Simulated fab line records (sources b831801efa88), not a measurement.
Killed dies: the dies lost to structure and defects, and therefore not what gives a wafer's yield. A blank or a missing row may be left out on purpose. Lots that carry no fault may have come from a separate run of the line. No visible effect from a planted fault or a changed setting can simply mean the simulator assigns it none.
The same fault as seen by 2 desks / flow sky130 / only its own numbers are on each desk; what lay behind them is given at the end

== METROLOGY DESK ==
What the gauges read, lot by lot, whatever tool the lot ran on: means of the sampled wafers that have a number. A lot is out of limits, marked OUT, if its mean lies more than 4 standard deviations from the usual mean; the brackets give that distance.
Columns: A = VIA3_HDPCVD_THK at SKY_VIA3_THK_MEAS_01, usual 1637 nm; B = cd_nm at SKY_VIA3_CD_MEAS_12, usual 199.8 nm; C = CAP2M_TIN_RS at SKY_CAP2M_RS_MEAS_03, usual 6.92 ohm/sq; D = CAP2M_TIN_THK at SKY_CAP2M_THK_MEAS_04, usual 201.9 nm
lot=L428; first seen here=day 39 03:12; A=1628; B=198.9; C=6.77; D=205.5
lot=L431; first seen here=day 39 21:58; A=1661; B=200.2; C=7.08; D=196.9
lot=L432; first seen here=day 41 11:09; A=1623; B=198.5; C=6.83; D=205.4
lot=L433; first seen here=day 41 14:30; A=1644; B=200.9; C=6.94; D=201.5
lot=L435; first seen here=day 41 15:30; A=1630; B=198.6; C=6.85; D=204.8
lot=L434; first seen here=day 41 16:44; A=1636; B=199.8; C=8.19 (+15) OUT; D=172.0 (-11) OUT
lot=L438; first seen here=day 42 06:29; A=1630; B=200.1; C=8.23 (+15) OUT; D=169.6 (-12) OUT
lot=L444; first seen here=day 43 20:38; A=1642; B=199.8; C=6.98; D=199.0
lot=L446; first seen here=day 44 11:45; A=1652; B=199.7; C=7.05; D=199.5
lot=L449; first seen here=day 44 22:43; A=1636; B=195.5; C=6.86; D=201.9
This desk finds L434, L438 out of limits, with the earliest case on L434 at day 42 19:03 (CAP2M_TIN_RS at SKY_CAP2M_RS_MEAS_03). Within limits: L428, L431, L432, L433, L435, L444, L446, L449.

== DESK OF THE TOOL OWNER: pvd_sputter-01 ==
At SKY_CAP2M_SPUTTER_02 (material TiN, target thk 200 nm, time 166.7 s) the tool's own readings: per lot run on this tool, the mean of the sampled wafers that have a number. A lot is out of limits, marked OUT, if its mean lies more than 4 standard deviations from the usual mean; the brackets give that distance.
Columns: A = throttle_valve_pct at SKY_CAP2M_SPUTTER_02, usual 30.0 %
lot=L428; first seen here=day 40 11:10; A=30.6
lot=L432; first seen here=day 42 12:57; A=29.9
lot=L435; first seen here=day 42 17:29; A=31.0
lot=L434; first seen here=day 42 18:55; A=30.5
lot=L438; first seen here=day 43 08:02; A=30.0
This desk's verdict: no lot among the 5 shows anything out of limits.

== BROUGHT TOGETHER ==
An alarm was possible from the metrology desk at day 42 19:03, on L434, L438.
The tool owner's desk saw nothing out of limits.
The tool owner's desk has L434, L438 on record, within its limits.
All the named lots went through SKY_CAP2M_SPUTTER_02 on pvd_sputter-01.

== WHAT THE SIMULATOR PUT IN ==
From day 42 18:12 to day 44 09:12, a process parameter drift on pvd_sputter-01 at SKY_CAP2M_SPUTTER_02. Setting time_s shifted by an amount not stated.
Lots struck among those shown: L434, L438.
Time in hours between the start of the fault and the first out-of-limits reading at each desk: metrology desk, 1.
